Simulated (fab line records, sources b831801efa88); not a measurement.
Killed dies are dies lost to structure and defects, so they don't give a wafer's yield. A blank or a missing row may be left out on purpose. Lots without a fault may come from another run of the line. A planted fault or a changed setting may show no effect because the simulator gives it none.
Chamber matching | flow sky130 | SKY_PASSIVATION_CVD_00 on pecvd-01: 3 sister chambers
The step deposits SiO2, target thk 90 nm. 3 wafers are shown with their chamber, then 12 later ones without.

WAFERS WITH THEIR CHAMBER
wafer  | chamber | heater_power_w (W)
L087.1 | 1       | 582
L087.2 | 2       | 741
L087.3 | 0       | 695

WAFERS WITHOUT THEIR CHAMBER
wafer  | heater_power_w (W)
L088.3 | 619
L088.5 | 666
L088.6 | 645
L092.1 | 585
L092.3 | 704
L092.5 | 713
L096.1 | 640
L096.2 | 626
L096.3 | 673
L096.4 | 656
L096.5 | 625
L096.6 | 694

WHICH CHAMBER EACH WENT THROUGH
wafer  | from the rows above          | in truth
L088.3 | can't be placed: 1 or 0      | 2
L088.5 | can't be placed: 0 or 2 or 1 | 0
L088.6 | can't be placed: 0 or 1 or 2 | 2
L092.1 | 1                            | 1
L092.3 | can't be placed: 0 or 2      | 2
L092.5 | can't be placed: 0 or 2      | 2
L096.1 | can't be placed: 0 or 1 or 2 | 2
L096.2 | can't be placed: 1 or 0      | 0
L096.3 | can't be placed: 0 or 2      | 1
L096.4 | can't be placed: 0 or 1 or 2 | 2
L096.5 | can't be placed: 1 or 0      | 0
L096.6 | can't be placed: 0 or 2      | 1
Placed correctly: 1 of 12. Can't be placed from these rows: 11 (the true chamber is among the candidates in 8). Placed wrongly: 0.
How it was worked out, from the rows above alone: a wafer's distance from a chamber is the root of the sum, over the readings, of the square of ((its reading less the chamber's mean) divided by the reading's scatter). The wafer belongs to the nearest chamber; if the next one is less than 2 further off, it can't be placed. A chamber's mean is the mean of its shown wafers. The scatter: with one shown wafer a chamber, the root of the mean of the squares of how far each hidden wafer lies from its nearest shown one.
